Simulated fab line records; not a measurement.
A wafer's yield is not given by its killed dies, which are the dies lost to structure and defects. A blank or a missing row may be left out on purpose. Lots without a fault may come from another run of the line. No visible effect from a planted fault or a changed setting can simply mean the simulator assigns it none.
What tool caused it? | flow sky130 | Sampling: 12 lots, 36 wafers, 2 of 708 route steps

== WHAT THE GAUGES READ, wafer by wafer ==
SKY_VT_ADJUST_HVTR_TW_MEAS_11. Usual: for VT_ADJUST_HVTR_TW the level is 209.6 and the standard deviation is 2.4.
lot  | measured     | on           | VT_ADJUST_HVTR_TW | flag
L672 | day 9 22:36  | filmMetro-04 | 213.5 212.7 212.9 | 
L674 | day 10 10:13 | filmMetro-02 | 208.9 208.2 208.4 | 
L675 | day 10 23:53 | filmMetro-03 | 209.8 209.7 209.6 | 
L676 | day 11 06:59 | filmMetro-03 | 209.8 211.2 210.1 | 
L677 | day 11 15:05 | filmMetro-02 | 206.1 206.6 206.4 | 
L682 | day 13 05:02 | filmMetro-02 | 185.4 185.7 185.7 | OFF
L683 | day 13 11:57 | filmMetro-03 | 191.4 190.2 189.8 | OFF
L684 | day 13 18:23 | filmMetro-04 | 192.1 191.6 191.9 | OFF
L688 | day 14 22:33 | filmMetro-04 | 212.7 212.8 212.3 | 
L690 | day 15 15:02 | filmMetro-02 | 206.8 206.0 207.4 | 
L692 | day 16 06:07 | filmMetro-03 | 209.7 209.5 210.6 | 
L693 | day 16 13:57 | filmMetro-03 | 210.6 209.9 210.9 | 

== EACH LOT AND THE TOOL THAT RAN IT (in order: tool; ch and the chambers of the sampled wafers; start) ==
lot  | SKY_VT_ADJUST_HVTR_IMPLANT_09
L672 | implanter-02 ch 0, day 9 22:22
L674 | implanter-02 ch 0, day 10 09:58
L675 | implanter-02 ch 0, day 10 23:38
L676 | implanter-02 ch 0, day 11 06:45
L677 | implanter-01 ch 0, day 11 14:50
L682 | implanter-01 ch 0, day 13 04:47
L683 | implanter-01 ch 0, day 13 11:44
L684 | implanter-01 ch 0, day 13 18:09
L688 | implanter-02 ch 0, day 14 22:20
L690 | implanter-02 ch 0, day 15 14:47
L692 | implanter-01 ch 0, day 16 05:54
L693 | implanter-02 ch 0, day 16 13:42
- SKY_VT_ADJUST_HVTR_IMPLANT_09

== AS READ BY THE TOOLS THEMSELVES (means over the sampled wafers that have a number; for cases with no such wafer, the mark the record gives instead) ==
SKY_VT_ADJUST_HVTR_IMPLANT_09. Usual: doseIonsCm2 2.1005e+12, standard deviation 2.5e+09; faradayCurrentUA 11.81, standard deviation 0.21.
lot  | tool         | doseIonsCm2 | faradayCurrentUA | flag
L672 | implanter-02 | 2.1023e+12  | 11.91            | 
L674 | implanter-02 | 2.1038e+12  | 11.78            | 
L675 | implanter-02 | 2.1014e+12  | 11.88            | 
L676 | implanter-02 | 2.1024e+12  | 11.74            | 
L677 | implanter-01 | 2.0984e+12  | 11.88            | 
L682 | implanter-01 | 1.4746e+12  | 8.26             | OFF
L683 | implanter-01 | 1.4803e+12  | 8.20             | OFF
L684 | implanter-01 | 1.4778e+12  | 8.48             | OFF
L688 | implanter-02 | 2.0981e+12  | 11.89            | 
L690 | implanter-02 | 2.1010e+12  | 11.83            | 
L692 | implanter-01 | 2.1021e+12  | 11.71            | 
L693 | implanter-02 | 2.0985e+12  | 11.67            | 

== THE ANSWER, worked out from the rows above alone ==
Rule: lot off if the mean of its wafers having a number is beyond 3 standard deviations from the usual mean. A lot without any number at a reading at which 4 lots or more have one is off too. Where the step has rows for the other lots, those lots are counted as sound. First the gauges in route order, then the tools' own readings, where a lot's mean is used as printed above. The first step at which some lot is off is used, and at that step the reading that is off furthest; a lot without a number counts as furthest.
Off: at SKY_VT_ADJUST_HVTR_TW_MEAS_11 (VT_ADJUST_HVTR_TW), L682, L683, L684.
If a tool, at a process step before that reading, ran all the lots that are off and no sound lot after the first of them, it fits. The gauges at SKY_VT_ADJUST_HVTR_TW_MEAS_11 aren't tried: what is off there is off at SKY_VT_ADJUST_HVTR_IMPLANT_09 too, on other tools, and a gauge's error can't cause that. Not one of the candidates tried fits.

== WHAT THE SIMULATOR PUT IN ==
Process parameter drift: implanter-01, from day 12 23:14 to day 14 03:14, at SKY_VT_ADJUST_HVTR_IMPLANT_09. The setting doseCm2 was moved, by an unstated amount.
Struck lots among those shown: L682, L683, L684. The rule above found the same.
